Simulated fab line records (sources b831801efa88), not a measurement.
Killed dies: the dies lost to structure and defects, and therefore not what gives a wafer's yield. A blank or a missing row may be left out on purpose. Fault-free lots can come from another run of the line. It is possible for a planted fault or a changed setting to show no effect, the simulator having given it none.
Comparing a struck lot with a sound one ; flow sky130 ; 20 steps out of a route of 708
Sound: the wafers L556.1, L556.2, L556.6. Wafers L548.1, L548.2, L548.3 were the ones struck. The cause is named last.
Each step with rows lists, per side, the tool, then ch with its chambers, then its first start. Under that, the readings that differ: sound wafers ; struck wafers ; difference of the means ; sigmas: that difference in standard deviations of wafers without a fault.
alike: a reading whose means differ by less than 2 such deviations, as well as words and numbers matching on both sides. not compared: withheld readings; readings where some wafer has no value; bounds like >300 that might hide an equal value; numbers whose values overlap and for which the record gives no deviation.
A row with sigmas, a row that says differs or no value, or rows on one side alone: a step with any of these is where the two part. When numbers do not overlap yet have no deviation, they are printed without sigmas and do not part them. Lack of a reading on every wafer of one side parts them only where that side has two or more wafers.

SKY_SONOS_TUNNEL_TW_MEAS_12:
  struck on filmMetro-02, day 14 22:56; sound on filmMetro-02, day 17 10:55
  alike: SONOS_TUNNEL_TW
then, 2 steps without rows for these wafers: SKY_SONOS_TUNNEL_CLEAN_13 (cleans in dHF, time 20 s); SKY_SONOS_ONO_OXIDATION_00 (stabilise 600 s, purge 300 s, target thk 2.6 nm).
SKY_SONOS_ONO_THK_MEAS_01:
  struck on filmMetro-04, day 15 00:23; sound on filmMetro-02, day 17 13:00
  alike: SONOS_ONO_OXIDATION_THK
then, 1 step without rows for these wafers: SKY_SONOS_ONO_CVD_02 (deposits Si3N4 from DCS/NH3, target thk 10.5 nm, time 180 s).
SKY_SONOS_ONO_THK_MEAS_03:
  struck on filmMetro-01, day 15 02:05; sound on filmMetro-04, day 17 14:07
  alike: SONOS_ONO_CVD_02_THK
then, 1 step without rows for these wafers: SKY_SONOS_ONO_CVD_04 (deposits SiO2 from SiH4/N2O, target thk 5.7199 nm).
SKY_SONOS_ONO_THK_MEAS_05:
  struck on filmMetro-02, day 15 03:36; sound on filmMetro-04, day 17 16:02
  alike: SONOS_ONO_CVD_04_THK
then, 4 steps without rows for these wafers: SKY_SONOS_ONO_DEHYDRATE_06 (time 60 s); SKY_SONOS_ONO_HMDS_07 (prime time 60 s); SKY_SONOS_ONO_COAT_08 (resist thk 1140 nm); SKY_SONOS_ONO_SOFTBAKE_09 (time 60 s).
SKY_SONOS_ONO_EXPOSE_10: exposes mask ONOM, target cd 410 nm.
  sound on ilineStepper-01 ch 0, day 18 08:11; struck on ilineStepper-02 ch 0, day 15 16:40
reading;sound;struck;difference;sigmas
exposureDoseMJCm2;150.05 149.91 150.01;154.13 154.19 154.25;+4.20;+25
  alike: mask
then, 2 steps without rows for these wafers: SKY_SONOS_ONO_PEB_11; SKY_SONOS_ONO_DEVELOP_12 (develop time 60 s).
SKY_SONOS_ONO_CD_MEAS_13: the cd target is 410 nm.
  struck on cdSem-01, day 16 05:40; sound on cdSem-01, day 18 22:34
reading;sound;struck;difference;sigmas
cdNm (nm);408.7 410.9 407.6;403.2 403.5 403.1;-5.8;-3
SKY_SONOS_ONO_OVL_MEAS_14:
  struck on overlay-01, day 16 05:47; sound on overlay-02, day 18 22:41
reading;sound;struck;difference;sigmas
SONOS_ONO_OVL (nm);3.2 3.1 3.6;-1.3 -2.9 -3.0;-5.7;-3
SKY_SONOS_ONO_ETCH_15: etches the open film in CHF3/O2, target depth 19.52 nm, time 7.8 s.
  sound on rieDiel-03 ch 0,1,2, day 18 22:43; struck on rieDiel-04 ch 0,1,3, day 16 05:49
reading;sound;struck;difference;sigmas
model.SONOS_ONO.cdNm (nm);408.4 410.5 407.7;403.4 403.7 403.1;-5.5;
  alike: biasW, drypumpMotorCurrentA, oesProductAu, throttleValvePct
  not compared: rfHoursCounterH
then, 1 step without rows for these wafers: SKY_SONOS_ONO_WET_ETCH_16 (etches SiO2 in dHF, target depth 14 nm, time 280 s).
-- the record jumps here: 32 days lie between the struck wafers' starts before and after (it left off in module SONOS_ONO and takes up again in module PAD_OPEN, whose first step shown is number 708 of the route) --
SKY_PAD_OPEN_PROBE_99:
  only the struck wafers here have rows in the record (prober-01, day 48 06:50); the sound ones have none

## WHERE THEY PART
Earliest at SKY_SONOS_ONO_EXPOSE_10; latest, in this record, at SKY_PAD_OPEN_PROBE_99.

WHY: what the simulator had put in
Drift in process parameters on ilineStepper-02 at SKY_SONOS_ONO_EXPOSE_10, starting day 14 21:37. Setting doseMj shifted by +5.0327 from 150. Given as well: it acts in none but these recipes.
